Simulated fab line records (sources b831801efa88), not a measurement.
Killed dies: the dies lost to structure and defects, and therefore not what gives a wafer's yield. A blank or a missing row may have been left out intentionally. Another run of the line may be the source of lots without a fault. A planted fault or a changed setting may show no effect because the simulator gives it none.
fab line records	flow sfqLine	part 1 of 2: steps 1 to 25 of 34
record lots=5	wafers=15	lastDay=85
route steps=325 shown JJ@178 M5@198 A5B@209 R5@212
lots untouched by any fault: they come from a run of this same line in which no faults occurred
startH: hours from the record's opening day to when the first of the lot's shown wafers began	waitH: how many hours have passed since the lot's step before this one	" identical to the entry in the row above	L1.1+2: a row that stands for several wafers	- either no value or no given start	* or withheld: withheld	< > ~ a bound
route shown NAME@n: NAME is a module with steps in the file, n the number in the route of the first one	usual: mean/standard deviation taken from wafers without a fault	same: alike in all rows	chamber/n: place in a boat	sites: readings site by site	_std_site: how widely they spread, as a standard deviation	_edge_site: inner sites' mean taken away from outer sites' mean	radiusMm: for every site, how far away it sits from the centre of the wafer	mask NAME#n: copy n	behind: the tool/chamber that last shaped the wafer	hold: why the lot went on hold/how many hours it stayed there/how the hold came to an end	device: names the non-switching transistor (n, p or np)	end of line: the tests these same wafers got at the end of their route	a step without rows: its recipe alone	killed: not the wafer's yield, but the dies lost to structure and defects at the first sort	map: a wafer's dies, marking killed ones x, the rest . and places with no die _
set.NAME: the setting the step ran with; set.NAME@STEP: the setting that earlier step ran with	model.NAME: the simulator's own value behind a step, which no gauge read
lots at some steps of the route; a table a step, a row a wafer
services: a tool's chamber out of use, with start hour (startH, from the record's first day; less than 0 if before it), hours out, and reason
## steps
# step SFQ_TRILAYER_JJ_TRILAYER_DEP_PRE_CLEAN_113
# recipe gas=Ar	timeS=22.5	biasV=250
# same timeS=22.5
lot.wafer	tool	chamber	startH	waitH
L075.2+5+6	pvdSputter-03	-	1303.58	0.0
L077.1+3+4	pvdSputter-05	-	1319.18	0.0
L087.1+2+5	pvdSputter-05	-	1405.64	0.0
L089.2+4+5	pvdSputter-04	-	1422.44	0.0
L091.2+5+6	pvdSputter-05	-	1428.45	0.0
# step SFQ_TRILAYER_JJ_TRILAYER_DEP_SPUTTER_109
# recipe material=Nb	basePressurePa=1.33e-06	chamberPressurePa=0.1333	substrateTempC=20	targetThkNm=150	powerW=2000	timeS=100
# usual throttleValvePct=30.1/1.2
# same timeS=100
lot.wafer	tool	chamber	startH	waitH	throttleValvePct
L075.2	pvdSputter-03	-	1303.61	0.0	28.2
L075.5	"	-	"	"	29.2
L075.6	"	-	"	"	28.1
L077.1	pvdSputter-05	-	1319.21	0.0	29.5
L077.3	"	-	"	"	31.3
L077.4	"	-	"	"	31.7
L087.1	pvdSputter-05	-	1405.67	0.0	30.5
L087.2	"	-	"	"	31.9
L087.5	"	-	"	"	30.4
L089.2	pvdSputter-04	-	1422.47	0.0	29.7
L089.4	"	-	"	"	32.3
L089.5	"	-	"	"	31.0
L091.2	pvdSputter-05	-	1428.49	0.0	30.5
L091.5	"	-	"	"	29.4
L091.6	"	-	"	"	31.5
# step SFQ_TRILAYER_JJ_TRILAYER_DEP_SPUTTER_110
# recipe material=Al	basePressurePa=1.33e-06	targetThkNm=8	powerW=500	timeS=10	chamberPressurePa=0.4
# usual throttleValvePct=30.1/1.2
# same timeS=10
lot.wafer	tool	chamber	startH	waitH	throttleValvePct
L075.2	pvdSputter-03	-	1303.69	0.0	28.3
L075.5	"	-	"	"	29.3
L075.6	"	-	"	"	28.4
L077.1	pvdSputter-05	-	1319.29	0.0	29.4
L077.3	"	-	"	"	31.4
L077.4	"	-	"	"	31.7
L087.1	pvdSputter-05	-	1405.74	0.0	30.4
L087.2	"	-	"	"	31.9
L087.5	"	-	"	"	30.5
L089.2	pvdSputter-04	-	1422.54	0.0	29.7
L089.4	"	-	"	"	32.4
L089.5	"	-	"	"	31.2
L091.2	pvdSputter-05	-	1428.57	0.0	30.3
L091.5	"	-	"	"	29.2
L091.6	"	-	"	"	31.8
# step SFQ_TRILAYER_JJ_TRILAYER_DEP_AL_OXIDATION_111
# recipe pressureMbar=0.014667	oxidationTimeS=600	temperatureK=293
lot.wafer	tool	chamber	startH	waitH
L075.2+5+6	pvdSputter-03	-	1303.71	0.0
L077.1+3+4	pvdSputter-05	-	1319.31	0.0
L087.1+2+5	pvdSputter-05	-	1405.76	0.0
L089.2+4+5	pvdSputter-04	-	1422.56	0.0
L091.2+5+6	pvdSputter-05	-	1428.59	0.0
# step SFQ_TRILAYER_JJ_TRILAYER_DEP_SPUTTER_112
# recipe material=Nb	basePressurePa=1.33e-06	chamberPressurePa=0.1333	substrateTempC=20	targetThkNm=170	powerW=2000	timeS=113.3
# usual throttleValvePct=30.2/1.3
# same timeS=113.3
lot.wafer	tool	chamber	startH	waitH	throttleValvePct
L075.2	pvdSputter-03	-	1304.71	0.5	28.2
L075.5	"	-	"	"	29.2
L075.6	"	-	"	"	28.1
L077.1	pvdSputter-05	-	1320.31	0.5	29.3
L077.3	"	-	"	"	31.4
L077.4	"	-	"	"	31.7
L087.1	pvdSputter-05	-	1406.76	0.5	30.5
L087.2	"	-	"	"	32.0
L087.5	"	-	"	"	30.9
L089.2	pvdSputter-04	-	1423.56	0.5	29.7
L089.4	"	-	"	"	32.5
L089.5	"	-	"	"	31.4
L091.2	pvdSputter-05	-	1429.72	0.6	30.6
L091.5	"	-	"	"	29.5
L091.6	"	-	"	"	31.9
# step SFQ_JJ_RS_MEAS_929
# recipe thkMeasGauge=four-point-probe	reads=Nb_of_TRILAYER_JJ_TRILAYER_DEP_SPUTTER_112
# usual JJ_NB_RS=1.053/0.015
lot.wafer	tool	chamber	startH	waitH	JJ_NB_RS[ohm/sq]
L075.2	filmMetro-01	-	1304.81	0.1	1.058
L075.5	"	-	"	"	1.054
L075.6	"	-	"	"	1.057
L077.1	filmMetro-01	-	1320.39	0.0	1.041
L077.3	"	-	"	"	1.041
L077.4	"	-	"	"	1.055
L087.1	filmMetro-02	-	1406.85	0.0	1.025
L087.2	"	-	"	"	1.038
L087.5	"	-	"	"	1.028
L089.2	filmMetro-02	-	1423.66	0.1	1.074
L089.4	"	-	"	"	1.050
L089.5	"	-	"	"	1.059
L091.2	filmMetro-02	-	1429.83	0.1	1.047
L091.5	"	-	"	"	1.045
L091.6	"	-	"	"	1.055
# step SFQ_TRILAYER_JJ_CE_LITHO_COAT_119
# recipe resist=BARC	spinRpm=3000	resistThkNm=62
# usual dispensePressureKPa=50/3.6	exhaustPa=45.0/0.96
lot.wafer	tool	chamber	startH	waitH	dispensePressureKPa	exhaustPa
L075.2	lithoTrack-02	0	1305.02	0.1	50	45.3
L075.5	"	0	"	"	50	46.4
L075.6	"	0	"	"	50	45.5
L077.1	lithoTrack-03	0	1320.57	0.1	55	45.4
L077.3	"	0	"	"	55	45.5
L077.4	"	0	"	"	55	45.7
L087.1	lithoTrack-04	0	1407.03	0.1	46	44.6
L087.2	"	0	"	"	45	45.3
L087.5	"	0	"	"	46	44.4
L089.2	lithoTrack-04	0	1423.87	0.1	46	44.4
L089.4	"	0	"	"	46	44.7
L089.5	"	0	"	"	46	45.1
L091.2	lithoTrack-04	0	1430.04	0.1	46	45.6
L091.5	"	0	"	"	46	45.8
L091.6	"	0	"	"	45	45.9
# step SFQ_TRILAYER_JJ_CE_LITHO_COAT_114
# recipe resist=KrF	spinRpm=3000	resistThkNm=600
# usual dispensePressureKPa=50/3.6	exhaustPa=45.0/0.9
lot.wafer	tool	chamber	startH	waitH	dispensePressureKPa	exhaustPa
L075.2	lithoTrack-02	0	1305.32	0.2	50	44.0
L075.5	"	0	"	"	50	44.8
L075.6	"	0	"	"	50	45.7
L077.1	lithoTrack-03	0	1320.87	0.2	55	42.6
L077.3	"	0	"	"	55	44.3
L077.4	"	0	"	"	55	44.5
L087.1	lithoTrack-04	0	1407.33	0.2	46	45.8
L087.2	"	0	"	"	46	45.4
L087.5	"	0	"	"	46	45.5
L089.2	lithoTrack-04	0	1424.17	0.2	45	44.0
L089.4	"	0	"	"	45	45.3
L089.5	"	0	"	"	46	45.7
L091.2	lithoTrack-04	0	1430.34	0.2	46	47.0
L091.5	"	0	"	"	46	46.0
L091.6	"	0	"	"	46	45.5
# step SFQ_TRILAYER_JJ_CE_LITHO_SOFTBAKE_118
# recipe tempC=withheld	timeS=withheld	resist=KrF
# usual exhaustPa=45.0/1
lot.wafer	tool	chamber	startH	waitH	exhaustPa
L075.2	lithoTrack-02	0	1305.59	0.2	45.5
L075.5	"	0	"	"	44.5
L075.6	"	0	"	"	45.7
L077.1	lithoTrack-03	0	1321.17	0.2	47.7
L077.3	"	0	"	"	45.7
L077.4	"	0	"	"	46.8
L087.1	lithoTrack-04	0	1407.63	0.2	44.6
L087.2	"	0	"	"	45.5
L087.5	"	0	"	"	45.0
L089.2	lithoTrack-04	0	1424.45	0.2	44.2
L089.4	"	0	"	"	44.3
L089.5	"	0	"	"	44.6
L091.2	lithoTrack-04	0	1430.61	0.2	44.2
L091.5	"	0	"	"	44.6
L091.6	"	0	"	"	44.3
# step SFQ_TRILAYER_JJ_CE_LITHO_EXPOSE_115
# recipe maskId=J5	na=0.6	sourceShape=conventional	sigmaOuter=0.65	targetCdNm=700	doseMj=14.4
lot.wafer	tool	chamber	startH	waitH	mask
L075.2+5+6	krfScanner-02	0	1430.97	-	J5#0
L077.1+3+4	krfScanner-02	0	1442.77	-	J5#0
L087.1+2+5	krfScanner-01	0	1518.60	-	J5#0
L089.2+4+5	krfScanner-01	0	1530.80	-	J5#0
L091.2+5+6	krfScanner-01	0	1533.20	-	J5#0
# step SFQ_TRILAYER_JJ_CE_LITHO_PEB_117
# recipe pebTempC=115	pebTimeS=60	resist=KrF
# usual exhaustPa=45.0/0.86
lot.wafer	tool	chamber	startH	waitH	exhaustPa
L075.2	lithoTrack-03	0	1432.00	0.8	45.2
L075.5	"	0	"	"	43.8
L075.6	"	0	"	"	46.0
L077.1	lithoTrack-03	0	1443.97	1.0	43.9
L077.3	"	0	"	"	45.0
L077.4	"	0	"	"	44.5
L087.1	lithoTrack-02	0	1519.80	1.0	46.3
L087.2	"	0	"	"	46.1
L087.5	"	0	"	"	45.0
L089.2	lithoTrack-03	0	1531.82	0.8	46.2
L089.4	"	0	"	"	47.0
L089.5	"	0	"	"	45.7
L091.2	lithoTrack-03	0	1534.22	0.8	44.9
L091.5	"	0	"	"	45.0
L091.6	"	0	"	"	44.1
# step SFQ_TRILAYER_JJ_CE_LITHO_DEVELOP_116
# recipe timeS=60	resist=KrF
# usual exhaustPa=44.9/0.94
# same timeS=60
lot.wafer	tool	chamber	startH	waitH	exhaustPa
L075.2	lithoTrack-03	0	1432.15	0.1	45.1
L075.5	"	0	"	"	44.2
L075.6	"	0	"	"	46.6
L077.1	lithoTrack-03	0	1444.12	0.1	45.8
L077.3	"	0	"	"	45.0
L077.4	"	0	"	"	45.6
L087.1	lithoTrack-02	0	1519.95	0.1	44.1
L087.2	"	0	"	"	43.9
L087.5	"	0	"	"	43.1
L089.2	lithoTrack-03	0	1531.97	0.1	46.0
L089.4	"	0	"	"	44.9
L089.5	"	0	"	"	44.9
L091.2	lithoTrack-03	0	1534.37	0.1	45.1
L091.5	"	0	"	"	44.9
L091.6	"	0	"	"	44.9
# step SFQ_JJ_OVL_MEAS_931
# usual J5_OVL=-4/5.1
lot.wafer	tool	chamber	startH	waitH	J5_OVL[nm]
L075.2	overlay-02	-	1432.28	0.1	-3
L075.5	"	-	"	"	-2
L075.6	"	-	"	"	-3
L077.1	overlay-01	-	1444.27	0.1	-2
L077.3	"	-	"	"	-2
L077.4	"	-	"	"	-4
L087.1	overlay-02	-	1520.10	0.1	1
L087.2	"	-	"	"	6
L087.5	"	-	"	"	-3
L089.2	overlay-02	-	1532.11	0.1	-1
L089.4	"	-	"	"	-4
L089.5	"	-	"	"	3
L091.2	overlay-02	-	1534.51	0.1	-8
L091.5	"	-	"	"	-11
L091.6	"	-	"	"	-8
# step SFQ_TRILAYER_JJ_CE_METRO_MEASURE_117
# usual cdNm=700.3/1.4
lot.wafer	tool	chamber	startH	waitH	cdNm
L075.2	cdSem-01	-	1432.51	0.2	704.3
L075.5	"	-	"	"	703.6
L075.6	"	-	"	"	703.7
L077.1	cdSem-01	-	1444.31	0.0	700.7
L077.3	"	-	"	"	700.3
L077.4	"	-	"	"	700.6
L087.1	cdSem-02	-	1520.14	0.0	701.2
L087.2	"	-	"	"	701.7
L087.5	"	-	"	"	701.6
L089.2	cdSem-02	-	1532.34	0.2	700.2
L089.4	"	-	"	"	701.8
L089.5	"	-	"	"	700.5
L091.2	cdSem-02	-	1534.74	0.2	698.7
L091.5	"	-	"	"	698.8
L091.6	"	-	"	"	698.6
# step SFQ_TRILAYER_JJ_CE_BARC_OPEN_RIE_150
# recipe maskMaterial=PR	chemistry=O2	targetDepthNm=240	target=BARC	icpW=600	biasW=80	pressureMtorr=10	timeS=80
# usual drypumpMotorCurrentA=5.74/0.27	heBacksideLeakSccm=3.48/0.22	oesProductAu=0.538/0.0046
# same timeS=80
lot.wafer	tool	chamber	startH	waitH	drypumpMotorCurrentA	heBacksideLeakSccm	oesProductAu	rfHoursCounterH
L075.2	rieMetal-04	1	1433.51	0.8	5.85	3.26	0.545	50
L075.5	"	1	"	"	5.81	3.14	0.541	-
L075.6	"	0	"	"	5.01	3.41	0.532	-
L077.1	rieMetal-04	0	1445.51	1.0	5.00	3.11	0.542	109
L077.3	"	0	"	"	5.00	3.02	0.536	-
L077.4	"	1	"	"	5.83	3.12	0.543	-
L087.1	rieMetal-02	0	1521.34	1.0	5.63	3.16	0.532	78
L087.2	"	1	"	"	5.75	3.71	0.523	2
L087.5	"	0	"	"	5.62	3.10	0.543	-
L089.2	rieMetal-02	0	1533.34	0.8	5.63	3.51	0.532	78
L089.4	"	1	"	"	5.74	3.63	0.540	-
L089.5	"	1	"	"	5.75	3.57	0.540	-
L091.2	rieMetal-03	1	1535.74	0.8	5.97	3.82	0.535	69
L091.5	"	1	"	"	5.96	3.85	0.534	-
L091.6	"	0	"	"	5.95	3.60	0.539	-
# step SFQ_TRILAYER_JJ_CE_ETCH_RIE_118
# recipe target=Nb	stopOn=Al2O3	maskMaterial=PR	taperDeg=13.257	overEtchFrac=0.15	timeS=97.7	chemistry=SF6	targetDepthNm=170	icpW=600	biasW=80	pressureMtorr=10
# usual drypumpMotorCurrentA=5.74/0.27	heBacksideLeakSccm=3.47/0.21	oesProductAu=0.986/0.0099
# same timeS=97.7
lot.wafer	tool	chamber	startH	waitH	drypumpMotorCurrentA	heBacksideLeakSccm	oesProductAu	rfHoursCounterH
L075.2	rieMetal-04	1	1433.60	0.1	5.83	3.41	0.984	50
L075.5	"	1	"	"	5.79	3.54	0.990	-
L075.6	"	0	"	"	5.02	3.62	0.990	-
L077.1	rieMetal-04	0	1445.60	0.1	5.02	3.42	1.003	109
L077.3	"	0	"	"	5.01	3.35	0.998	-
L077.4	"	1	"	"	5.83	3.09	0.992	-
L087.1	rieMetal-02	0	1521.43	0.1	5.61	3.29	0.990	78
L087.2	"	1	"	"	5.74	3.52	0.974	2
L087.5	"	0	"	"	5.65	3.21	0.995	-
L089.2	rieMetal-02	0	1533.43	0.1	5.63	3.49	0.978	78
L089.4	"	1	"	"	5.76	3.51	0.980	-
L089.5	"	1	"	"	5.75	3.49	0.979	-
L091.2	rieMetal-03	1	1535.83	0.1	5.97	3.57	0.991	69
L091.5	"	1	"	"	5.98	3.59	0.988	-
L091.6	"	0	"	"	5.95	3.52	0.990	-
# step SFQ_TRILAYER_JJ_ANODIZE_ANODIZE_119
# recipe currentDensityMaCm2=withheld	endCurrentDensityMaCm2=withheld	bathTempC=withheld
lot.wafer	tool	chamber	startH	waitH
L075.2+5+6	wetBench-06	3,2,4	1433.71	0.1
L077.1+3+4	wetBench-06	1,3,7	1445.71	0.1
L087.1+2+5	wetBench-06	7,1,2	1521.53	0.1
L089.2+4+5	wetBench-06	6,7,0	1533.53	0.1
L091.2+5+6	wetBench-06	0,6,5	1535.93	0.1
# step SFQ_TRILAYER_JJ_CE_STRIP_STRIP_120
# recipe gas=O2	powerW=200	platenTempC=40	overashFraction=0.65	chemistry=O2	pressureMtorr=50
# usual drypumpMotorCurrentA=5.72/0.29	heBacksideLeakSccm=3.4/0.32	oesProductAu=1.000/0.013
lot.wafer	tool	chamber	startH	waitH	drypumpMotorCurrentA	heBacksideLeakSccm	oesProductAu	rfHoursCounterH
L075.2	rieMetal-02	0	1434.21	0.0	5.66	3.2	1.008	61
L075.5	"	1	"	"	5.72	3.7	0.985	-
L075.6	"	0	"	"	5.65	3.2	1.005	-
L077.1	rieMetal-03	0	1446.21	0.0	5.89	3.6	0.996	6
L077.3	"	0	"	"	5.88	3.4	0.996	-
L077.4	"	1	"	"	5.95	3.7	1.024	-
L087.1	rieMetal-04	1	1522.03	0.0	5.84	3.3	1.009	65
L087.2	"	1	"	"	5.86	3.4	1.010	-
L087.5	"	1	"	"	5.86	3.4	1.008	-
L089.2	rieMetal-03	1	1534.08	0.0	5.97	3.7	0.991	69
L089.4	"	1	"	"	5.95	3.9	1.003	-
L089.5	"	0	"	"	5.96	3.6	0.982	-
L091.2	rieMetal-04	1	1536.48	0.0	5.82	3.0	1.015	67
L091.5	"	1	"	"	5.84	3.1	1.019	-
L091.6	"	0	"	"	5.03	3.0	0.981	-
# step SFQ_TRILAYER_JJ_CE_STRIP_SOLV_CLEAN_121
# recipe chemistry=NMP	tempC=70	timeS=600
# same timeS=600
lot.wafer	tool	chamber	startH	waitH
L075.2+5+6	wetBench-02	7,4,3	1434.81	0.4
L077.1+3+4	wetBench-03	1,5,4	1446.81	0.4
L087.1+2+5	wetBench-02	0,6,4	1523.23	1.0
L089.2+4+5	wetBench-03	4,6,7	1534.68	0.4
L091.2+5+6	wetBench-02	7,0,2	1537.08	0.4
# step SFQ_TRILAYER_M5_LITHO_COAT_128
# recipe resist=BARC	spinRpm=3000	resistThkNm=62
# usual dispensePressureKPa=51/4.4	exhaustPa=44.8/0.91
lot.wafer	tool	chamber	startH	waitH	dispensePressureKPa	exhaustPa
L075.2	lithoTrack-03	0	1435.21	0.1	55	45.3
L075.5	"	0	"	"	55	45.1
L075.6	"	0	"	"	55	44.7
L077.1	lithoTrack-03	0	1446.98	0.0	55	45.0
L077.3	"	0	"	"	55	45.6
L077.4	"	0	"	"	55	44.9
L087.1	lithoTrack-04	0	1523.41	0.0	46	43.8
L087.2	"	0	"	"	46	44.0
L087.5	"	0	"	"	46	43.8
L089.2	lithoTrack-01	0	1534.90	0.1	53	45.4
L089.4	"	0	"	"	53	45.7
L089.5	"	0	"	"	53	43.7
L091.2	lithoTrack-03	0	1537.30	0.1	55	44.3
L091.5	"	0	"	"	55	45.7
L091.6	"	0	"	"	55	45.1
# step SFQ_TRILAYER_M5_LITHO_COAT_123
# recipe resist=KrF	spinRpm=3000	resistThkNm=600
# usual dispensePressureKPa=51/4.4	exhaustPa=44.8/0.94
lot.wafer	tool	chamber	startH	waitH	dispensePressureKPa	exhaustPa
L075.2	lithoTrack-03	0	1435.51	0.2	55	46.2
L075.5	"	0	"	"	55	43.9
L075.6	"	0	"	"	55	44.6
L077.1	lithoTrack-03	0	1447.28	0.2	55	45.1
L077.3	"	0	"	"	55	45.4
L077.4	"	0	"	"	55	44.7
L087.1	lithoTrack-04	0	1523.71	0.2	46	45.8
L087.2	"	0	"	"	46	45.2
L087.5	"	0	"	"	45	46.1
L089.2	lithoTrack-01	0	1535.20	0.2	53	43.6
L089.4	"	0	"	"	53	44.2
L089.5	"	0	"	"	53	43.8
L091.2	lithoTrack-03	0	1537.60	0.2	55	44.8
L091.5	"	0	"	"	55	42.9
L091.6	"	0	"	"	55	44.1
# step SFQ_TRILAYER_M5_LITHO_SOFTBAKE_127
# recipe tempC=withheld	timeS=withheld	resist=KrF
# usual exhaustPa=45.0/0.9
lot.wafer	tool	chamber	startH	waitH	exhaustPa
L075.2	lithoTrack-03	0	1435.78	0.2	44.4
L075.5	"	0	"	"	43.7
L075.6	"	0	"	"	44.6
L077.1	lithoTrack-03	0	1447.58	0.2	44.0
L077.3	"	0	"	"	44.7
L077.4	"	0	"	"	43.9
L087.1	lithoTrack-04	0	1524.01	0.2	45.7
L087.2	"	0	"	"	44.0
L087.5	"	0	"	"	45.3
L089.2	lithoTrack-01	0	1535.48	0.2	43.9
L089.4	"	0	"	"	45.4
L089.5	"	0	"	"	42.9
L091.2	lithoTrack-03	0	1537.88	0.2	44.7
L091.5	"	0	"	"	45.1
L091.6	"	0	"	"	44.9
# step SFQ_TRILAYER_M5_LITHO_EXPOSE_124
# recipe maskId=M5	na=0.6	sourceShape=conventional	sigmaOuter=0.65	targetCdNm=700	doseMj=14.4
lot.wafer	tool	chamber	startH	waitH	mask
L075.2+5+6	krfScanner-01	0	1436.97	-	M5#0
L077.1+3+4	krfScanner-01	0	1452.28	-	M5#0
L087.1+2+5	krfScanner-02	0	1630.70	-	M5#0
L089.2+4+5	krfScanner-01	0	1641.18	-	M5#0
L091.2+5+6	krfScanner-01	0	1645.98	-	M5#0
# step SFQ_TRILAYER_M5_LITHO_PEB_126
# recipe pebTempC=115	pebTimeS=60	resist=KrF
# usual exhaustPa=44.9/0.82
lot.wafer	tool	chamber	startH	waitH	exhaustPa
L075.2	lithoTrack-03	0	1438.00	0.8	44.7
L075.5	"	0	"	"	46.7
L075.6	"	0	"	"	45.6
L077.1	lithoTrack-03	0	1453.48	1.0	45.5
L077.3	"	0	"	"	44.2
L077.4	"	0	"	"	43.9
L087.1	lithoTrack-04	0	1631.90	1.0	44.8
L087.2	"	0	"	"	45.9
L087.5	"	0	"	"	45.8
L089.2	lithoTrack-04	0	1642.21	0.8	44.7
L089.4	"	0	"	"	45.1
L089.5	"	0	"	"	45.1
L091.2	lithoTrack-01	0	1647.01	0.8	46.4
L091.5	"	0	"	"	45.8
L091.6	"	0	"	"	45.6
# step SFQ_TRILAYER_M5_LITHO_DEVELOP_125
# recipe timeS=60	resist=KrF
# usual exhaustPa=45.0/0.73
# same timeS=60
lot.wafer	tool	chamber	startH	waitH	exhaustPa
L075.2	lithoTrack-03	0	1438.15	0.1	44.8
L075.5	"	0	"	"	45.3
L075.6	"	0	"	"	45.2
L077.1	lithoTrack-03	0	1453.63	0.1	45.6
L077.3	"	0	"	"	45.6
L077.4	"	0	"	"	43.9
L087.1	lithoTrack-04	0	1632.05	0.1	46.2
L087.2	"	0	"	"	44.5
L087.5	"	0	"	"	43.6
L089.2	lithoTrack-04	0	1642.36	0.1	44.1
L089.4	"	0	"	"	46.0
L089.5	"	0	"	"	44.0
L091.2	lithoTrack-01	0	1647.16	0.1	44.9
L091.5	"	0	"	"	44.4
L091.6	"	0	"	"	44.1
